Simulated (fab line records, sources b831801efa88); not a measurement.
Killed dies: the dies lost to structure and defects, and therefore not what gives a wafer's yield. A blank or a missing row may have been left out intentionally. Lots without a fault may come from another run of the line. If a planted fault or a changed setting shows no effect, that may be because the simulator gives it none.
The same fault as seen by 2 desks	flow gf180mcu	every desk sees just its own numbers, and what lay behind them comes last

## DESK OF THE TOOL OWNER: pecvd-01
The tool's own readings at GF_V3_CVD_02 (deposits SiO2 from TEOS, target thk 850 nm, time 94.851 s): means of the sampled wafers that have a number, for each lot that ran on this tool. A lot is out of limits, marked OUT, if its mean lies more than 4 standard deviations from the usual mean; the brackets give that distance.
Columns: A = heaterPowerW at GF_V3_CVD_02, usual 613 W; B = rfFwdPowerW at GF_V3_CVD_02, usual 596.3 W
lot	first seen here	A	B
L235	day 23 19:14	534	627.0 (+15) OUT
L244	day 27 00:56	530	594.7
L246	day 27 18:56	557	596.7
L249	day 28 17:28	526	597.7
L252	day 29 11:59	506	595.8
This desk finds L235 out of limits, L235 being first, at day 23 19:14 (rfFwdPowerW at GF_V3_CVD_02). In limits: L244, L246, L249, L252.

## THE METROLOGY DESK
Lot by lot, what the gauges showed, no matter which tool ran the lot: averages of those sampled wafers that carry a number. A lot is out of limits, marked OUT, if its mean lies more than 4 standard deviations from the usual mean; the brackets give that distance.
Columns: A = V2_CVD_02_THK at GF_V2_THK_MEAS_03, usual 851 nm; B = V3_CVD_02_THK at GF_V3_THK_MEAS_03, usual 853 nm; C = V3_OVL at GF_V3_OVL_MEAS_15, usual 3 nm
lot	first seen here	A	B	C
L229	day 19 04:44	843	844	1
L233	day 21 04:49	836	855	4
L235	day 21 17:33	847	860	8
L243	day 24 19:31	861	858	14
L244	day 25 00:59	848	871	-1
L245	day 25 17:14	860	847	6
L246	day 25 22:08	847	856	5
L249	day 26 21:29	852	856	-4
L248	day 26 21:49	846	853	-1
L250	day 26 22:37	844	849	-1
L251	day 26 23:35	868	854	1
L252	day 27 17:47	844	848	7
This desk's finding: nothing out of limits on any of the 12 lots.

## BROUGHT TOGETHER
The tool owner's desk had the chance to raise an alarm at day 23 19:14 on L235.
Metrology desk: nothing out of limits seen.
The metrology desk holds a record of L235, inside its limits.
The lots listed all ran GF_V3_CVD_02 on pecvd-01.

## WHAT WAS PUT IN BY THE SIMULATOR
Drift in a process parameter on pecvd-01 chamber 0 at GF_V3_CVD_02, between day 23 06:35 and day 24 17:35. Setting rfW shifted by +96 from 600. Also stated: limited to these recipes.
Lots struck among those shown: L235.
Time in hours from fault onset to the first out-of-limits reading at each desk: the tool owner's desk, 13.
